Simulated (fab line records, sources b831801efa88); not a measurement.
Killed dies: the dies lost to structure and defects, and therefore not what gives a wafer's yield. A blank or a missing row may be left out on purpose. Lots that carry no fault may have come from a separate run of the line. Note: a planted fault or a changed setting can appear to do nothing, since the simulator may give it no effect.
Split-lot experiment || flow sky130 || on a route of 708 steps: 5 lots, 23 wafers read

== THE SPLIT ==
At SKY_METAL2_SPUTTER_04 (material TiN, target thk 70 nm, time 58.3 s), the setting power_w was moved away from the recipe's 6500 W on 8 of the 23 wafers read, by -11.1% to +3.7%. All remaining wafers had this setting at the recipe value.

The reading is taken at the split's own step.

== THE READING ==
TiN_of_METAL2_SPUTTER_04.thk_nm (the simulator's own value, which no gauge read), in nm, at SKY_METAL2_SPUTTER_04 (material TiN, target thk 70 nm, time 58.3 s). The file does not state a usual value for it. Average 70.49 nm, standard deviation 0.6 nm, over the 15 wafers here run with the recipe.

{"wafer": "L075.1", "tool, chamber at the split": "pvd_sputter-01, -", "power_w as run, W": 6500, "against the recipe": "recipe", "TiN_of_METAL2_SPUTTER_04.thk_nm, nm": 71.67, "against lot-mates on the recipe": "-"}
{"wafer": "L075.2", "tool, chamber at the split": "pvd_sputter-01, -", "power_w as run, W": 6500, "against the recipe": "recipe", "TiN_of_METAL2_SPUTTER_04.thk_nm, nm": 70.27, "against lot-mates on the recipe": "-"}
{"wafer": "L075.3", "tool, chamber at the split": "pvd_sputter-01, -", "power_w as run, W": 5946, "against the recipe": "-8.5%", "TiN_of_METAL2_SPUTTER_04.thk_nm, nm": 64.47, "against lot-mates on the recipe": -6.32}
{"wafer": "L075.4", "tool, chamber at the split": "pvd_sputter-01, -", "power_w as run, W": 5946, "against the recipe": "-8.5%", "TiN_of_METAL2_SPUTTER_04.thk_nm, nm": 65.64, "against lot-mates on the recipe": -5.15}
{"wafer": "L075.6", "tool, chamber at the split": "pvd_sputter-01, -", "power_w as run, W": 6500, "against the recipe": "recipe", "TiN_of_METAL2_SPUTTER_04.thk_nm, nm": 70.44, "against lot-mates on the recipe": "-"}
{"wafer": "L078.1", "tool, chamber at the split": "pvd_sputter-01, -", "power_w as run, W": 6500, "against the recipe": "recipe", "TiN_of_METAL2_SPUTTER_04.thk_nm, nm": 70.03, "against lot-mates on the recipe": "-"}
{"wafer": "L078.2", "tool, chamber at the split": "pvd_sputter-01, -", "power_w as run, W": 6500, "against the recipe": "recipe", "TiN_of_METAL2_SPUTTER_04.thk_nm, nm": 69.75, "against lot-mates on the recipe": "-"}
{"wafer": "L078.3", "tool, chamber at the split": "pvd_sputter-01, -", "power_w as run, W": 6500, "against the recipe": "recipe", "TiN_of_METAL2_SPUTTER_04.thk_nm, nm": 70.95, "against lot-mates on the recipe": "-"}
{"wafer": "L078.4", "tool, chamber at the split": "pvd_sputter-01, -", "power_w as run, W": 6740, "against the recipe": "+3.7%", "TiN_of_METAL2_SPUTTER_04.thk_nm, nm": 71.93, "against lot-mates on the recipe": "+1.69"}
{"wafer": "L078.6", "tool, chamber at the split": "pvd_sputter-01, -", "power_w as run, W": 6740, "against the recipe": "+3.7%", "TiN_of_METAL2_SPUTTER_04.thk_nm, nm": 73.07, "against lot-mates on the recipe": "+2.83"}
{"wafer": "L079.2", "tool, chamber at the split": "pvd_sputter-01, -", "power_w as run, W": 6500, "against the recipe": "recipe", "TiN_of_METAL2_SPUTTER_04.thk_nm, nm": 71.36, "against lot-mates on the recipe": "-"}
{"wafer": "L079.3", "tool, chamber at the split": "pvd_sputter-01, -", "power_w as run, W": 6238, "against the recipe": "-4.0%", "TiN_of_METAL2_SPUTTER_04.thk_nm, nm": 67.3, "against lot-mates on the recipe": -3.42}
{"wafer": "L079.4", "tool, chamber at the split": "pvd_sputter-01, -", "power_w as run, W": 6500, "against the recipe": "recipe", "TiN_of_METAL2_SPUTTER_04.thk_nm, nm": 70.17, "against lot-mates on the recipe": "-"}
{"wafer": "L079.5", "tool, chamber at the split": "pvd_sputter-01, -", "power_w as run, W": 6238, "against the recipe": "-4.0%", "TiN_of_METAL2_SPUTTER_04.thk_nm, nm": 68.77, "against lot-mates on the recipe": -1.95}
{"wafer": "L079.6", "tool, chamber at the split": "pvd_sputter-01, -", "power_w as run, W": 6500, "against the recipe": "recipe", "TiN_of_METAL2_SPUTTER_04.thk_nm, nm": 70.62, "against lot-mates on the recipe": "-"}
{"wafer": "L080.1", "tool, chamber at the split": "pvd_sputter-02, -", "power_w as run, W": 6500, "against the recipe": "recipe", "TiN_of_METAL2_SPUTTER_04.thk_nm, nm": 70.02, "against lot-mates on the recipe": "-"}
{"wafer": "L080.5", "tool, chamber at the split": "pvd_sputter-02, -", "power_w as run, W": 6500, "against the recipe": "recipe", "TiN_of_METAL2_SPUTTER_04.thk_nm, nm": 70, "against lot-mates on the recipe": "-"}
{"wafer": "L080.6", "tool, chamber at the split": "pvd_sputter-02, -", "power_w as run, W": 6500, "against the recipe": "recipe", "TiN_of_METAL2_SPUTTER_04.thk_nm, nm": 69.97, "against lot-mates on the recipe": "-"}
{"wafer": "L081.1", "tool, chamber at the split": "pvd_sputter-01, -", "power_w as run, W": 5776, "against the recipe": "-11.1%", "TiN_of_METAL2_SPUTTER_04.thk_nm, nm": 63.06, "against lot-mates on the recipe": -7.65}
{"wafer": "L081.2", "tool, chamber at the split": "pvd_sputter-01, -", "power_w as run, W": 6500, "against the recipe": "recipe", "TiN_of_METAL2_SPUTTER_04.thk_nm, nm": 70.91, "against lot-mates on the recipe": "-"}
{"wafer": "L081.4", "tool, chamber at the split": "pvd_sputter-01, -", "power_w as run, W": 6500, "against the recipe": "recipe", "TiN_of_METAL2_SPUTTER_04.thk_nm, nm": 69.85, "against lot-mates on the recipe": "-"}
{"wafer": "L081.5", "tool, chamber at the split": "pvd_sputter-01, -", "power_w as run, W": 5776, "against the recipe": "-11.1%", "TiN_of_METAL2_SPUTTER_04.thk_nm, nm": 63.3, "against lot-mates on the recipe": -7.41}
{"wafer": "L081.6", "tool, chamber at the split": "pvd_sputter-01, -", "power_w as run, W": 6500, "against the recipe": "recipe", "TiN_of_METAL2_SPUTTER_04.thk_nm, nm": 71.38, "against lot-mates on the recipe": "-"}

FIT RESULTS
A straight line over all 23 wafers: TiN_of_METAL2_SPUTTER_04.thk_nm changes by +0.637 nm for each +1% of power_w; r = +0.97; the points scatter about the line by 0.62 nm.
The same after taking each lot's own level away (the mean of its wafers on the recipe; 23 wafers): +0.668 nm for each +1%; r = +0.98; scatter 0.55 nm.
On that fit, the largest move of power_w shifts the reading by 7.4 nm.
From 69.997 to 70.793 nm: that is the span of the lots' own levels, equal to 1.3 times the standard deviation above.
Consequently the slope shifts little with the lot-to-lot level, the two slopes agreeing.
Check: -7.4 nm against its lot-mates is what the line predicts for one of the wafers moved furthest among these (-11.1%) when that wafer is left out of the fit. It came out at -7.65 nm against them.

== OTHER SPLITS APPLIED TO THESE WAFERS ==
Other splits were also applied to these wafers ahead of the reading. Each is held against what the fit with the lots' levels taken away leaves over:
{"other split on the same wafers": "SKY_LOCAL_INTERCONNECT_METAL_ETCH_14 time_s", "wafers away from the commonest value": 9, "r with TiN_of_METAL2_SPUTTER_04.thk_nm (lot level and that fit taken away)": "+0.20"}
{"other split on the same wafers": "SKY_CONTACT_COAT_09 resist_thk_nm", "wafers away from the commonest value": 7, "r with TiN_of_METAL2_SPUTTER_04.thk_nm (lot level and that fit taken away)": -0.04}
{"other split on the same wafers": "SKY_CONTACT_ETCH_17 bias_w", "wafers away from the commonest value": 4, "r with TiN_of_METAL2_SPUTTER_04.thk_nm (lot level and that fit taken away)": "+0.02"}
{"other split on the same wafers": "SKY_METAL1_SPUTTER_02 power_w", "wafers away from the commonest value": 7, "r with TiN_of_METAL2_SPUTTER_04.thk_nm (lot level and that fit taken away)": -0.06}
{"other split on the same wafers": "SKY_VIA1_HDPCVD_00 sih4_flow_sccm", "wafers away from the commonest value": 9, "r with TiN_of_METAL2_SPUTTER_04.thk_nm (lot level and that fit taken away)": -0.11}
{"other split on the same wafers": "SKY_METAL2_SPUTTER_01 time_s", "wafers away from the commonest value": 8, "r with TiN_of_METAL2_SPUTTER_04.thk_nm (lot level and that fit taken away)": "+0.38"}

== FILE'S OWN FIT ==
TiN_of_METAL2_SPUTTER_04.thk_nm changes by +0.671 nm for each +1% of power_w, r = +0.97.
